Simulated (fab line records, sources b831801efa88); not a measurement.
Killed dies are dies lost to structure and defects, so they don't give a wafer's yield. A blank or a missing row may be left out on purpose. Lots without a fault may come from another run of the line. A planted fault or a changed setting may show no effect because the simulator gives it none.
Chamber matching | flow sky130 | SKY_POLY_CUT_ETCH_11 on rie_diel-01: 4 sister chambers
The step etches Si3N4 in CF4/CH2F2/Ar, stops on poly-Si, time 42.5 s, target depth 60 nm. 7 wafers are shown with their chamber, then 7 later ones without.

WAFERS WITH THEIR CHAMBER
wafer  | chamber | cf4_flow_sccm (sccm) | oes_product_au (a.u.)
L074.5 | 0       | 40.32                | 0.843
L079.2 | 1       | 40.03                | 0.823
L079.5 | 1       | 40.06                | 0.822
L085.5 | 3       | 40.01                | 0.832
L085.6 | 2       | 39.99                | 0.828
L086.1 | 3       | 40.00                | 0.820
L086.4 | 2       | 40.07                | 0.816

WAFERS WITHOUT THEIR CHAMBER
wafer  | cf4_flow_sccm (sccm) | oes_product_au (a.u.)
L086.5 | 40.04                | 0.820
L090.1 | 39.99                | 0.826
L090.2 | 39.90                | 0.833
L090.5 | 39.95                | 0.824
L091.2 | 40.16                | 0.827
L091.5 | 40.20                | 0.833
L091.6 | 40.04                | 0.824

WHICH CHAMBER EACH WENT THROUGH
wafer  | from the rows above               | in truth
L086.5 | can't be placed: 1 or 2 or 3      | 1
L090.1 | can't be placed: 3 or 2 or 1      | 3
L090.2 | can't be placed: 3 or 2 or 1      | 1
L090.5 | can't be placed: 3 or 2 or 1      | 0
L091.2 | can't be placed: 1 or 2 or 3 or 0 | 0
L091.5 | can't be placed: 0 or 1 or 2 or 3 | 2
L091.6 | can't be placed: 1 or 2 or 3      | 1
Placed correctly: 0 of 7. Can't be placed from these rows: 7 (the true chamber is among the candidates in 6). Placed wrongly: 0.
How it was worked out, from the rows above alone: a wafer's distance from a chamber is the root of the sum, over the readings, of the square of ((its reading less the chamber's mean) divided by the reading's scatter). The wafer belongs to the nearest chamber; if the next one is less than 2 further off, it can't be placed. A chamber's mean is the mean of its shown wafers. The scatter: the root of (the sum of the squares of (reading less its chamber's mean) over the shown wafers, divided by (wafers less chambers)).
